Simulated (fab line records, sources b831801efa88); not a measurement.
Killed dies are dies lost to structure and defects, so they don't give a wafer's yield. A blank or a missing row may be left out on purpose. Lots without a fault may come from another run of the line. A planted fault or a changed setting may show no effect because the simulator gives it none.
fab line records | flow sky130
record lots=24 wafers=72 last_day=50
route steps=708 shown POLY_CUT@318 CONTACT@433 METAL1@440 VIA2@519 VIA3@576
lots that met no fault: from a run of the same line without faults
start_h: hours from the record's first day to the start of the lot's first wafer shown | wait_h: hours since the lot's step before | " the same as in the row above | L1.1+2: a row that stands for several wafers | - no value, or no start given | * or withheld: withheld | < > ~ a bound
route shown NAME@n: a module of which the file shows steps, and the number in the route of the first | usual: mean/standard deviation of fault-free wafers | same: alike in all rows | chamber/n: place in a boat | sites: the reading at each site | _std_site: their standard deviation | _edge_site: outer sites' mean less inner sites' | radius_mm: how far each site lies from the wafer's centre | mask NAME#n: copy n | behind: the tool/chamber that last shaped the wafer | hold: why the lot was held/for how many hours/how that ended | device: the transistor (n, p or np) that didn't switch | end of line: the same wafers' tests at the end of the route | a step without rows: its recipe alone | killed: dies lost to structure and defects at the first sort, not the wafer's yield | map: a wafer's dies, x killed, . not, _ none there
set.NAME: the setting as run; set.NAME@STEP: as run at that earlier step | model.NAME: the simulator's own value behind a step, which no gauge read
steps of the route over a sample of lots; a table a step, a row a wafer
services: from which hour (start_h, from the record's first day; less than 0 if before it) a tool's chamber was out of use, for how many hours, and why
## steps
# step SKY_POLY_CUT_ETCH_11
# recipe target=Si3N4 chemistry=CF4/CH2F2/Ar stop_on=poly-Si source_w=600 bias_w=150 pressure_mtorr=40 cf4_flow_sccm=40 ch2f2_flow_sccm=20 Ar_flow_sccm=150 time_s=42.5 target_depth_a=600
# usual cf4_flow_sccm=39.99/0.12 drypump_motor_current_A=5.6/0.48 mfc_ar_sccm=150.0/0.43 oes_product_au=0.829/0.0064 rf_fwd_power_W=593.3/2.7 throttle_valve_pct=14.994/0.0091
# columns lot.wafer tool chamber start_h wait_h cf4_flow_sccm drypump_motor_current_A mfc_ar_sccm oes_product_au rf_fwd_power_W rf_hours_counter_h throttle_valve_pct
L074.1 rie_diel-04 2 544.34 0.0 40.08 5.8 150.9 0.832 597.0 71 15.009
L074.4 " 0 " " 39.89 5.6 150.2 0.829 590.9 53 15.004
L074.5 " 1 " " 39.98 4.9 150.3 0.833 590.7 - 14.990
L075.4 rie_diel-01 1 545.94 0.0 39.97 6.0 149.9 0.832 593.5 42 14.996
L075.5 " 0 " " 40.06 4.9 149.7 0.838 593.7 - 14.985
L075.6 " 3 " " 40.05 5.7 150.3 0.833 598.0 - 15.001
L076.2 rie_diel-01 0 563.32 0.0 39.96 4.9 150.4 0.828 590.0 43 14.986
L076.4 " 3 " " 39.87 5.7 149.8 0.836 595.8 78 14.994
L076.6 " 1 " " 39.89 6.0 149.5 0.846 589.7 - 14.999
L077.2 rie_diel-01 3 569.62 0.0 39.99 5.7 150.5 0.829 597.5 78 14.980
L077.3 " 2 " " 39.90 6.2 148.8 0.826 593.5 35 15.005
L077.4 " 0 " " 39.83 4.9 149.6 0.833 596.9 43 15.010
L078.1 rie_diel-01 0 576.54 0.0 39.97 4.9 149.4 0.823 596.0 43 14.989
L078.2 " 3 " " 40.03 5.7 150.2 0.821 593.9 78 14.986
L078.6 " 1 " " 40.04 6.0 150.0 0.824 593.5 - 15.003
L079.1 rie_diel-04 0 597.36 0.0 40.09 5.6 149.5 0.834 593.1 54 14.988
L079.3 " 1 " " 39.85 4.9 149.7 0.823 588.4 5 14.987
L079.6 " 1 " " 40.23 4.9 150.3 0.836 590.5 - 15.005
L080.1 rie_diel-01 1 605.76 0.0 40.04 6.0 149.8 0.831 592.3 43 14.993
L080.3 " 0 " " 39.94 4.9 149.6 0.824 591.3 45 14.990
L080.4 " 1 " " 40.07 6.0 150.1 0.845 593.1 - 15.002
L081.2 rie_diel-04 0 609.71 0.0 40.06 5.6 150.5 0.830 589.9 54 15.013
L081.3 " 1 " " 40.10 4.9 150.5 0.824 589.1 6 14.988
L081.6 " 0 " " 40.13 5.6 149.4 0.827 591.2 - 15.004
L082.1 rie_diel-01 0 622.54 0.0 40.13 4.9 149.5 0.831 592.8 45 14.982
L082.2 " 2 " " 40.21 6.3 149.3 0.830 593.1 37 14.995
L082.3 " 1 " " 40.19 6.0 150.5 0.826 594.3 44 14.981
L083.1 rie_diel-04 2 624.87 0.0 40.25 5.7 150.4 0.840 595.4 0 14.973
L083.3 " 3 " " 40.02 5.2 150.7 0.841 594.9 5 14.983
L083.6 " 0 " " 40.07 5.6 149.9 0.833 589.4 - 15.002
L084.1 rie_diel-03 1 641.04 0.0 40.03 5.8 149.7 0.824 594.3 14 14.990
L084.3 " 0 " " 39.98 6.0 150.2 0.822 594.1 3 14.991
L084.6 " 3 " " 40.02 4.9 149.8 0.827 590.1 - 14.995
L086.2 rie_diel-01 3 649.96 0.0 39.76 5.7 150.4 0.832 593.6 1 14.991
L086.3 " 1 " " 40.09 6.0 150.1 0.819 593.6 45 14.991
L086.5 " 3 " " 40.11 5.7 149.6 0.824 596.5 - 15.005
L085.1 rie_diel-04 3 654.57 0.0 40.03 5.2 150.2 0.826 597.0 5 14.984
L085.5 " 0 " " 39.85 5.6 150.2 0.821 589.8 - 14.997
L085.6 " 1 " " 40.05 4.9 149.5 0.824 586.1 - 15.002
L087.1 rie_diel-01 3 661.76 0.0 39.90 5.7 150.5 0.823 596.8 1 14.996
L087.4 " 1 " " 40.02 6.0 150.7 0.824 590.6 45 15.014
L087.6 " 1 " " 40.09 6.0 150.4 0.828 593.8 - 15.013
L088.4 rie_diel-01 0 675.51 0.0 40.09 4.9 150.2 0.829 597.1 46 14.994
L088.5 " 2 " " 40.07 6.3 149.9 0.826 595.6 - 14.989
L088.6 " 3 " " 39.92 5.7 150.6 0.834 597.1 - 15.000
L089.1 rie_diel-03 3 679.02 0.0 40.07 4.9 149.4 0.824 589.6 12 14.988
L089.3 " 0 " " 39.97 6.0 150.4 0.838 591.9 4 15.007
L089.6 " 0 " " 40.00 6.0 150.7 0.828 591.0 - 14.991
L090.1 rie_diel-01 2 684.42 0.0 40.03 6.2 150.6 0.825 596.0 39 14.976
L090.2 " 3 " " 40.09 5.6 149.9 0.822 596.0 1 14.998
L090.5 " 3 " " 40.19 5.7 150.0 0.812 592.6 - 15.005
L091.1 rie_diel-03 0 693.12 0.0 40.16 6.0 150.0 0.833 592.0 4 14.993
L091.3 " 3 " " 39.89 4.9 150.6 0.817 590.6 12 15.009
L091.6 " 0 " " 39.99 6.0 149.6 0.831 590.0 - 15.006
L092.2 rie_diel-04 1 701.49 0.0 39.98 4.8 150.3 0.824 593.7 8 15.002
L092.4 " 3 " " 39.90 5.2 150.7 0.821 596.5 6 14.977
L092.6 " 0 " " 39.99 5.6 149.7 0.829 586.2 - 14.994
L093.2 rie_diel-04 3 752.51 0.0 39.96 5.2 149.4 0.836 592.8 7 15.012
L093.4 " 2 " " 40.06 5.7 150.0 0.832 599.3 2 14.987
L093.6 " 2 " " 39.81 5.7 149.6 0.836 598.1 - 14.998
L097.1 rie_diel-01 1 753.92 0.0 40.02 6.0 149.2 0.824 594.4 47 14.994
L097.5 " 2 " " 40.02 6.2 150.7 0.821 593.8 - 14.990
L097.6 " 1 " " 39.88 6.0 150.1 0.830 593.0 - 14.981
L094.2 rie_diel-01 3 757.07 0.0 40.17 5.7 149.9 0.827 593.2 3 15.002
L094.3 " 1 " " 39.63 6.0 149.3 0.819 594.4 47 14.984
L094.4 " 3 " " 39.98 5.7 150.5 0.823 594.4 - 15.002
L096.1 rie_diel-03 0 757.24 0.0 39.77 6.0 149.8 0.828 591.0 6 14.990
L096.2 " 2 " " 40.15 5.4 149.7 0.826 596.5 14 14.988
L096.5 " 1 " " 40.07 5.8 149.4 0.829 592.3 - 14.987
L095.1 rie_diel-01 1 760.47 0.0 40.05 6.0 149.9 0.831 590.9 47 15.005
L095.3 " 3 " " 39.96 5.7 149.9 0.824 594.8 4 14.991
L095.5 " 2 " " 39.77 6.3 150.2 0.815 593.8 - 14.993
# step SKY_CONTACT_CMP_27
# recipe stop_on=SiO2 t_overpolish_s=15 down_force_psi=3.5 platen_rpm=60 target_thk_nm=0 pad_velocity_m_s=0.94248
# usual motor_current_A=11.4/1.2 overpolish_run_s=15.000/0.0098 time_to_endpoint_s=82/3.8
# columns lot.wafer tool chamber start_h wait_h motor_current_A overpolish_run_s time_to_endpoint_s
L074.1 cmp-01 3 723.41 0.1 11.3 15.000 86
L074.4 " 1 " " 11.9 14.998 87
L074.5 " 0 " " 12.9 14.990 80
L075.4 cmp-01 0 726.34 0.1 12.9 15.015 83
L075.6 " 2 " " 10.9 15.001 83
L075.5 " 3 " " 11.0 14.985 86
L076.4 cmp-01 3 739.65 0.1 10.8 14.996 83
L076.2 " 0 " " 13.2 15.011 79
L076.6 " 1 " " 11.7 15.005 87
L077.4 cmp-01 1 746.88 0.0 11.8 14.999 88
L077.3 " 3 " " 11.0 14.998 83
L077.2 " 0 " " 13.3 15.018 84
L078.2 cmp-01 2 753.89 0.1 10.8 15.004 91
L078.1 " 3 " " 11.2 15.000 88
L078.6 " 0 " " 12.5 14.998 81
L079.1 cmp-02 1 772.83 0.1 9.7 14.997 86
L079.3 " 2 " " 14.1 14.995 82
L079.6 " 0 " " 10.2 15.009 84
L080.4 cmp-01 2 780.72 0.2 10.8 15.001 86
L080.1 " 3 " " 10.5 15.007 82
L080.3 " 0 " " 12.7 14.999 77
L081.2 cmp-02 1 782.16 0.1 9.7 15.003 81
L081.3 " 2 " " 13.7 14.992 78
L081.6 " 3 " " 11.2 14.992 81
L082.3 cmp-02 1 795.65 0.0 9.2 14.984 88
L082.1 " 3 " " 11.9 14.992 83
L082.2 " 0 " " 10.1 15.004 80
L083.1 cmp-02 1 798.34 0.4 10.1 15.028 82
L083.3 " 2 " " 14.1 15.000 79
L083.6 " 0 " " 10.8 14.983 77
L084.1 cmp-01 1 813.08 0.1 11.9 15.002 84
L084.3 " 0 " " 13.1 14.999 79
L084.6 " 1 " " 11.9 14.989 84
L086.3 cmp-02 1 820.39 0.1 10.4 14.990 81
L086.2 " 2 " " 14.0 14.998 77
L086.5 " 0 " " 10.4 15.005 79
L085.1 cmp-01 0 824.56 0.4 12.6 15.010 79
L085.5 " 2 " " 11.2 15.001 88
L085.6 " 3 " " 10.5 14.996 89
L087.1 cmp-01 1 833.08 0.1 11.4 14.995 86
L087.4 " 2 " " 10.9 14.996 85
L087.6 " 2 " " 10.9 14.989 86
L088.4 cmp-02 0 844.03 0.1 10.6 14.987 81
L088.5 " 3 " " 11.5 14.996 83
L088.6 " 0 " " 10.5 15.010 81
L089.1 cmp-01 2 846.77 0.1 10.9 15.001 86
L089.3 " 0 " " 12.6 14.980 81
L089.6 " 2 " " 10.6 14.979 83
L090.1 cmp-01 3 854.04 0.1 10.2 14.996 82
L090.2 " 0 " " 12.6 15.000 75
L090.5 " 3 " " 11.4 14.996 80
L091.3 cmp-01 2 859.93 0.0 10.8 15.004 83
L091.1 " 1 " " 12.1 14.984 81
L091.6 " 2 " " 10.8 15.018 85
L092.2 cmp-02 1 869.24 0.1 9.6 14.989 84
L092.4 " 2 " " 13.9 14.991 82
L092.6 " 0 " " 10.2 15.005 82
L093.2 cmp-02 2 916.52 0.0 13.5 14.992 76
L093.4 " 3 " " 11.0 15.009 83
L093.6 " 2 " " 13.7 14.992 78
L097.1 cmp-02 1 917.20 0.2 9.7 15.015 80
L097.5 " 2 " " 13.7 15.009 74
L097.6 " 3 " " 12.1 14.999 80
L094.2 cmp-02 3 919.17 0.3 11.6 14.995 83
L094.4 " 1 " " 9.8 14.999 80
L094.3 " 2 " " 13.6 15.006 81
L096.1 cmp-02 1 920.46 0.1 10.2 15.005 79
L096.2 " 3 " " 10.7 14.989 79
L096.5 " 0 " " 10.0 15.003 77
L095.1 cmp-02 2 922.75 0.1 13.4 14.988 77
L095.3 " 3 " " 11.7 14.999 84
L095.5 " 1 " " 9.9 15.005 85
# step SKY_METAL1_THK_MEAS_06
# recipe thk_meas_gauge=xrf reads=AlCu_of_METAL1_SPUTTER_02
# usual METAL1_ALCU_THK=245/3.4
# columns lot.wafer tool chamber start_h wait_h METAL1_ALCU_THK[nm]
L074.1 film_metro-04 - 723.97 0.1 242
L074.4 " - " " 243
L074.5 " - " " 242
L075.4 film_metro-04 - 726.83 0.1 243
L075.5 " - " " 242
L075.6 " - " " 244
L076.2 film_metro-03 - 740.12 0.1 247
L076.4 " - " " 249
L076.6 " - " " 244
L077.2 film_metro-01 - 747.45 0.1 240
L077.3 " - " " 242
L077.4 " - " " 237
L078.1 film_metro-01 - 754.35 0.1 250
L078.2 " - " " 249
L078.6 " - " " 251
L079.1 film_metro-04 - 773.29 0.1 240
L079.3 " - " " 244
L079.6 " - " " 240
L080.1 film_metro-01 - 781.23 0.1 245
L080.3 " - " " 242
L080.4 " - " " 241
L081.2 film_metro-01 - 782.63 0.1 250
L081.3 " - " " 251
L081.6 " - " " 252
L082.1 film_metro-01 - 796.22 0.1 245
L082.2 " - " " 245
L082.3 " - " " 240
L083.1 film_metro-04 - 798.85 0.1 244
L083.3 " - " " 246
L083.6 " - " " 242
L084.1 film_metro-01 - 813.64 0.1 245
L084.3 " - " " 247
L084.6 " - " " 242
L086.2 film_metro-03 - 820.86 0.1 239
L086.3 " - " " 243
L086.5 " - " " 240
L085.1 film_metro-04 - 825.02 0.1 244
L085.5 " - " " 246
L085.6 " - " " 241
L087.1 film_metro-03 - 833.64 0.1 249
L087.4 " - " " 245
L087.6 " - " " 246
L088.4 film_metro-01 - 844.57 0.1 250
L088.5 " - " " 248
L088.6 " - " " 252
L089.1 film_metro-04 - 847.33 0.1 245
L089.3 " - " " 246
L089.6 " - " " 248
L090.1 film_metro-04 - 854.55 0.1 242
L090.2 " - " " 239
L090.5 " - " " 244
L091.1 film_metro-03 - 860.49 0.1 249
L091.3 " - " " 247
L091.6 " - " " 248
L092.2 film_metro-03 - 869.76 0.1 243
L092.4 " - " " 244
L092.6 " - " " 246
L093.2 film_metro-03 - 917.09 0.1 242
L093.4 " - " " 244
L093.6 " - " " 244
L097.1 film_metro-01 - 917.61 0.1 247
L097.5 " - " " 243
L097.6 " - " " 251
L094.2 film_metro-01 - 919.74 0.1 241
L094.3 " - " " 240
L094.4 " - " " 246
L096.1 film_metro-04 - 920.97 0.1 246
L096.2 " - " " 248
L096.5 " - " " 242
L095.1 film_metro-03 - 923.26 0.1 248
L095.3 " - " " 247
L095.5 " - " " 249
# step SKY_VIA2_CD_MEAS_12
# recipe target_cd_nm=200
# usual cd_nm=199.6/1.6
# columns lot.wafer tool chamber start_h wait_h cd_nm
L074.1 cd_sem-01 - 836.18 - 201.2
L074.4 " - " " 200.8
L074.5 " - " " 200.9
L075.4 cd_sem-01 - 838.49 - 197.4
L075.5 " - " " 198.8
L075.6 " - " " 199.0
L076.2 cd_sem-01 - 850.15 - 200.9
L076.4 " - " " 202.2
L076.6 " - " " 202.4
L077.2 cd_sem-01 - 859.55 - 199.2
L077.3 " - " " 200.2
L077.4 " - " " 199.7
L078.1 cd_sem-02 - 864.53 - 200.4
L078.2 " - " " 199.5
L078.6 " - " " 199.7
L079.1 cd_sem-01 - 883.48 - 199.6
L079.3 " - " " 199.2
L079.6 " - " " 199.6
L080.1 cd_sem-01 - 890.71 - 199.0
L080.3 " - " " 198.8
L080.4 " - " " 199.9
L081.2 cd_sem-01 - 892.03 - 198.0
L081.3 " - " " 198.8
L081.6 " - " " 199.0
L082.1 cd_sem-01 - 904.56 - 200.0
L082.2 " - " " 199.9
L082.3 " - " " 199.3
L083.1 cd_sem-02 - 908.71 - 198.0
L083.3 " - " " 199.2
L083.6 " - " " 198.8
L084.1 cd_sem-02 - 922.81 - 198.9
L084.3 " - " " 198.0
L084.6 " - " " 200.7
L086.2 cd_sem-02 - 929.33 - 197.9
L086.3 " - " " 197.2
L086.5 " - " " 197.2
L085.1 cd_sem-02 - 931.68 - 201.1
L085.5 " - " " 202.7
L085.6 " - " " 201.5
L087.1 cd_sem-01 - 941.56 - 201.5
L087.4 " - " " 201.1
L087.6 " - " " 202.1
L088.4 cd_sem-02 - 951.32 - 197.0
L088.5 " - " " 196.2
L088.6 " - " " 197.3
L089.1 cd_sem-02 - 953.36 - 199.0
L089.3 " - " " 198.7
L089.6 " - " " 199.2
L090.1 cd_sem-02 - 961.56 - 197.8
L090.2 " - " " 198.9
L090.5 " - " " 197.2
L091.1 cd_sem-02 - 966.46 - 199.8
L091.3 " - " " 199.1
L091.6 " - " " 198.4
L092.2 cd_sem-02 - 973.95 - 201.2
L092.4 " - " " 199.9
L092.6 " - " " 198.7
L093.2 cd_sem-01 - 1019.35 - 202.5
L093.4 " - " " 201.3
L093.6 " - " " 202.0
L097.1 cd_sem-02 - 1019.66 - 198.0
L097.5 " - " " 197.5
L097.6 " - " " 196.8
L094.2 cd_sem-01 - 1021.75 - 201.6
L094.3 " - " " 201.4
L094.4 " - " " 201.7
L096.1 cd_sem-01 - 1022.08 - 201.6
L096.2 " - " " 201.0
L096.5 " - " " 200.2
L095.1 cd_sem-01 - 1024.46 - 201.5
L095.3 " - " " 201.7
L095.5 " - " " 201.0
# step SKY_VIA2_OVL_MEAS_13
# usual VIA2_OVL=3/5.4
# columns lot.wafer tool chamber start_h wait_h VIA2_OVL[nm]
L074.1 overlay-01 - 836.30 0.1 6
L074.4 " - " " 4
L074.5 " - " " 7
L075.4 overlay-01 - 838.57 0.1 3
L075.5 " - " " -5
L075.6 " - " " -5
L076.2 overlay-01 - 850.25 0.1 2
L076.4 " - " " -3
L076.6 " - " " 7
L077.2 overlay-02 - 859.65 0.1 8
L077.3 " - " " 7
L077.4 " - " " 10
L078.1 overlay-02 - 864.65 0.1 7
L078.2 " - " " 7
L078.6 " - " " 9
L079.1 overlay-02 - 883.60 0.1 8
L079.3 " - " " 4
L079.6 " - " " 11
L080.1 overlay-01 - 890.83 0.1 0
L080.3 " - " " 1
L080.4 " - " " -5
L081.2 overlay-01 - 892.14 0.1 7
L081.3 " - " " 3
L081.6 " - " " 4
L082.1 overlay-01 - 904.68 0.1 2
L082.2 " - " " 4
L082.3 " - " " 13
L083.1 overlay-02 - 908.83 0.1 -8
L083.3 " - " " -4
L083.6 " - " " -11
L084.1 overlay-01 - 922.93 0.1 1
L084.3 " - " " 1
L084.6 " - " " -5
L086.2 overlay-02 - 929.44 0.1 7
L086.3 " - " " 6
L086.5 " - " " 2
L085.1 overlay-01 - 931.80 0.1 11
L085.5 " - " " 9
L085.6 " - " " 4
L087.1 overlay-01 - 941.68 0.1 12
L087.4 " - " " 9
L087.6 " - " " 8
L088.4 overlay-02 - 951.40 0.1 -4
L088.5 " - " " -7
L088.6 " - " " -3
L089.1 overlay-02 - 953.48 0.1 2
L089.3 " - " " 3
L089.6 " - " " 6
L090.1 overlay-01 - 961.68 0.1 2
L090.2 " - " " -1
L090.5 " - " " -6
L091.1 overlay-02 - 966.58 0.1 -1
L091.3 " - " " 1
L091.6 " - " " -1
L092.2 overlay-01 - 974.05 0.1 6
L092.4 " - " " 8
L092.6 " - " " 6
L093.2 overlay-02 - 1019.45 0.1 -2
L093.4 " - " " -7
L093.6 " - " " -6
L097.1 overlay-01 - 1019.78 0.1 3
L097.5 " - " " 10
L097.6 " - " " 13
L094.2 overlay-01 - 1021.85 0.1 -6
L094.3 " - " " 1
L094.4 " - " " -1
L096.1 overlay-01 - 1022.20 0.1 6
L096.2 " - " " 3
L096.5 " - " " 12
L095.1 overlay-02 - 1024.58 0.1 -1
L095.3 " - " " 4
L095.5 " - " " 5
# step SKY_VIA3_BOW_MEAS_03
# recipe mode=bow
# usual VIA3_BOW=78/8.5
# columns lot.wafer tool chamber start_h wait_h VIA3_BOW[um]
L074.1 film_metro-01 - 891.95 0.2 68
L074.4 " - " " 75
L074.5 " - " " 78
L075.4 film_metro-01 - 894.86 0.3 80
L075.5 " - " " 80
L075.6 " - " " 95
L076.2 film_metro-02 - 904.99 0.2 91
L076.4 " - " " 87
L076.6 " - " " 92
L077.2 film_metro-01 - 913.65 0.3 75
L077.3 " - " " 87
L077.4 " - " " 82
L078.1 film_metro-04 - 919.17 0.2 87
L078.2 " - " " 75
L078.6 " - " " 83
L079.1 film_metro-01 - 940.12 0.2 89
L079.3 " - " " 88
L079.6 " - " " 90
L080.1 film_metro-02 - 945.19 0.1 79
L080.3 " - " " 74
L080.4 " - " " 84
L081.2 film_metro-04 - 945.91 0.2 71
L081.3 " - " " 68
L081.6 " - " " 68
L082.1 film_metro-01 - 957.36 0.1 76
L082.2 " - " " 77
L082.3 " - " " 73
L083.1 film_metro-02 - 963.54 0.1 92
L083.3 " - " " 90
L083.6 " - " " 79
L084.1 film_metro-01 - 976.83 0.1 76
L084.3 " - " " 73
L084.6 " - " " 71
L086.2 film_metro-01 - 981.24 0.2 85
L086.3 " - " " 84
L086.5 " - " " 91
L085.1 film_metro-01 - 984.50 0.1 79
L085.5 " - " " 85
L085.6 " - " " 76
L087.1 film_metro-04 - 993.68 0.1 73
L087.4 " - " " 73
L087.6 " - " " 73
L088.4 film_metro-04 - 1002.85 0.3 77
L088.5 " - " " 80
L088.6 " - " " 83
L089.1 film_metro-02 - 1004.62 0.2 74
L089.3 " - " " 70
L089.6 " - " " 83
L090.1 film_metro-04 - 1013.65 0.1 76
L090.2 " - " " 72
L090.5 " - " " 72
L091.1 film_metro-04 - 1016.85 0.1 67
L091.3 " - " " 72
L091.6 " - " " 76
L092.2 film_metro-01 - 1024.87 0.3 62
L092.4 " - " " 70
L092.6 " - " " 78
L093.2 film_metro-02 - 1067.51 0.3 88
L093.4 " - " " 84
L093.6 " - " " 97
L097.1 film_metro-01 - 1068.06 0.2 70
L097.5 " - " " 72
L097.6 " - " " 72
L094.2 film_metro-04 - 1068.99 0.2 62
L094.3 " - " " 65
L094.4 " - " " 66
L096.1 film_metro-04 - 1070.17 0.1 81
L096.2 " - " " 83
L096.5 " - " " 75
L095.1 film_metro-02 - 1072.09 0.2 81
L095.3 " - " " 81
L095.5 " - " " 75
## services
# columns tool chamber start_h hours kind
cmp-01 - 548.72 5.6 pm
cmp-01 - 572.07 4.0 pm
cmp-01 - 574.09 1.9 repair
cmp-01 - 606.37 1.5 repair
cmp-02 - 638.81 6.3 pm
cmp-01 - 654.69 66.4 repair
cmp-02 - 721.33 15.0 pm
cmp-02 - 721.96 0.5 repair
cmp-01 - 743.66 0.6 repair
cmp-02 - 744.20 4.0 pm
rie_diel-01 - 763.25 1.8 repair
rie_diel-01 - 765.90 0.9 repair
cmp-02 - 780.30 1.2 repair
cmp-01 - 786.33 5.1 pm
cmp-01 - 795.24 0.8 repair
cmp-01 - 796.11 2.8 repair
cmp-02 - 800.65 1.4 repair
cmp-02 - 806.36 3.8 pm
cmp-02 - 823.11 11.2 repair
rie_diel-01 0 831.11 1.8 repair
cmp-01 - 834.58 0.5 repair
cmp-01 - 863.43 74.2 repair
rie_diel-01 3 870.69 12.8 repair
rie_diel-01 3 891.60 17.1 repair
## key
fault none
